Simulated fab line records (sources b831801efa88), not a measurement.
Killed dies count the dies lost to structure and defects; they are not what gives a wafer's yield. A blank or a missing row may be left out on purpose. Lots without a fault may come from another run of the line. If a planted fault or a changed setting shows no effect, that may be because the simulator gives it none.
Chamber matching -- flow gf180mcu -- rie-diel-03 running GF_V2_ETCH_16: 4 sister chambers
The step etches BARC in N2/H2. 8 wafers are shown with their chamber, then 10 later ones without.

## WAFERS PAIRED WITH THEIR CHAMBERS
wafer,chamber,drypump-motor-current-A (A),throttle-valve-pct (%)
L075.5,1,6.1,13.229
L078.6,3,5.2,13.225
L080.1,2,5.9,13.235
L082.1,0,5.9,13.226
L082.5,1,6.1,13.208
L082.6,0,5.9,13.215
L083.2,3,5.2,13.226
L083.4,2,5.8,13.213

## WAFERS WITHOUT THEIR CHAMBER
wafer,drypump-motor-current-A (A),throttle-valve-pct (%)
L083.5,5.2,13.235
L090.1,5.9,13.212
L090.2,5.9,13.222
L090.3,5.2,13.226
L091.4,5.8,13.229
L091.5,5.8,13.223
L091.6,5.2,13.226
L093.1,5.2,13.214
L093.3,5.8,13.219
L093.5,5.9,13.212

## WHICH CHAMBER EACH WENT THROUGH
wafer,from the rows above,in truth
L083.5,3,3
L090.1,can't be placed: 0 or 2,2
L090.2,can't be placed: 0 or 2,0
L090.3,3,3
L091.4,can't be placed: 2 or 0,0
L091.5,can't be placed: 2 or 0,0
L091.6,3,3
L093.1,3,3
L093.3,can't be placed: 2 or 0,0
L093.5,can't be placed: 0 or 2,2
Correct placement for 4 of the 10. Can't be placed from these rows: 6 (the true chamber is among the candidates in 6). 0 placed wrongly.
How it was worked out, from the rows above alone: a wafer's distance from a chamber is the root of the sum, over the readings, of the square of ((its reading less the chamber's mean) divided by the reading's scatter). If the next closest chamber is less than 2 further off than the closest, the wafer can't be placed; otherwise it belongs to the closest. A chamber's mean is the mean of its shown wafers. The scatter is the square root of a quotient: the sum, over the shown wafers, of each reading's squared deviation from its chamber's mean, divided by wafers minus chambers.
